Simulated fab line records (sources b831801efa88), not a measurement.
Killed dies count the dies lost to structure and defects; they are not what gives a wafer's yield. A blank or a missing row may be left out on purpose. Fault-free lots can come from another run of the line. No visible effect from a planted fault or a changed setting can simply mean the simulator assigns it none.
One fault through the eyes of 2 desks :: flow gf180mcu :: each desk holds nothing but its own numbers, with what lay behind them at the end

== FOR THE TOOL OWNER'S DESK: ilineStepper-01 ==
The tool's own readings at GF_TOP_METAL_EXPOSE_11 (exposes mask MetalTop, target cd 440 nm): means of the sampled wafers that have a number, for each lot that ran on this tool. Any lot whose mean is over 4 standard deviations away from the usual mean is out of limits and marked OUT; that distance is given in the brackets.
Columns: A = exposureDoseMJCm2 at GF_TOP_METAL_EXPOSE_11, usual 168.07
lot: L366
first seen here: day 27 14:39
A: 168.35

lot: L374
first seen here: day 30 03:50
A: 171.08 (+18) OUT

lot: L376
first seen here: day 30 21:37
A: 170.51 (+14) OUT
This desk finds L374, L376 out of limits, L374 being first, at day 30 03:50 (exposureDoseMJCm2 at GF_TOP_METAL_EXPOSE_11). Within limits: L366.

== FROM THE METROLOGY DESK ==
Means of the sampled wafers that have a number, per lot and without regard to the tool the lot ran on: this is what the gauges read. Any lot whose mean is over 4 standard deviations away from the usual mean is out of limits and marked OUT; that distance is given in the brackets.
Columns: A = TOP_METAL_ALCU_RS at GF_TOP_METAL_RS_MEAS_05, usual 0.0327 ohm/sq; B = TOP_METAL_ALCU_THK at GF_TOP_METAL_THK_MEAS_06, usual 909 nm; C = cdNm at GF_TOP_METAL_CD_MEAS_14, usual 440.0 nm
lot: L366
first seen here: day 27 04:22
A: 0.0334
B: 891
C: 442.4

lot: L374
first seen here: day 29 18:20
A: 0.0333
B: 891
C: 432.7

lot: L376
first seen here: day 30 12:45
A: 0.0326
B: 913
C: 434.7

lot: L378
first seen here: day 30 22:01
A: 0.0329
B: 908
C: 437.2

lot: L387
first seen here: day 33 04:26
A: 0.0330
B: 899
C: 438.5

lot: L388
first seen here: day 33 08:52
A: 0.0325
B: 912
C: 438.8
Result from this desk: across the 6 lots, nothing is out of limits.

== BROUGHT TOGETHER ==
The tool owner's desk had the chance to raise an alarm at day 30 03:50 on L374, L376.
The metrology desk saw nothing out of limits.
The metrology desk holds a record of L374, L376, inside its limits.
GF_TOP_METAL_EXPOSE_11 was run on ilineStepper-01 by each of the lots named.

== WHAT THE SIMULATOR HAD PUT IN ==
Process parameters drifting: ilineStepper-01 at GF_TOP_METAL_EXPOSE_11, beginning at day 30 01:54. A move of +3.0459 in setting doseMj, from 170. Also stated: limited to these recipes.
Lots struck among those shown: L374, L376.
Time in hours from fault onset to the first out-of-limits reading at each desk: the tool owner's desk, 2.
